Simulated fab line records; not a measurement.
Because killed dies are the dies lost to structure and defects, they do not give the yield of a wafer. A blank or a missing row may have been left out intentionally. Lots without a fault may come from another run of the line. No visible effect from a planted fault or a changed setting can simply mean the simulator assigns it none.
Chamber matching | flow sfq_line | SFQ_TRILAYER_L0_VIA_BARC_OPEN_VIA_ETCH_021 on rie_diel-03: 4 sister chambers
The step etches BARC in O2, target depth 125 nm, time 41.7 s. 4 wafers are shown with their chamber, then 7 later ones without.

## WAFERS PAIRED WITH THEIR CHAMBERS
wafer  | chamber | drypump_motor_current_A (A)
L794.1 | 2       | 6.7
L809.3 | 3       | 6.3
L811.2 | 1       | 5.2
L811.3 | 0       | 6.1

## WAFERS WHOSE CHAMBER IS MISSING
wafer  | drypump_motor_current_A (A)
L811.6 | 6.1
L813.2 | 5.3
L813.3 | 6.7
L813.4 | 6.1
L814.1 | 6.1
L814.3 | 5.3
L814.5 | 6.3

## WHICH CHAMBER EACH ONE RAN IN
wafer  | from the rows above | in truth
L811.6 | 0                   | 0
L813.2 | 1                   | 1
L813.3 | 2                   | 2
L813.4 | 0                   | 0
L814.1 | 0                   | 0
L814.3 | 1                   | 1
L814.5 | 3                   | 3
7 of 7 placed correctly. Can't be placed from these rows: 0. 0 placed wrongly.
How it was worked out, from the rows above alone: a wafer's distance from a chamber is the root of the sum, over the readings, of the square of ((its reading less the chamber's mean) divided by the reading's scatter). If the next closest chamber is less than 2 further off than the closest, the wafer can't be placed; otherwise it belongs to the closest. The mean given for a chamber averages the wafers shown for that chamber. The scatter (one wafer shown for each chamber): square how far every hidden wafer sits from the nearest shown wafer, average those squares and take the square root.
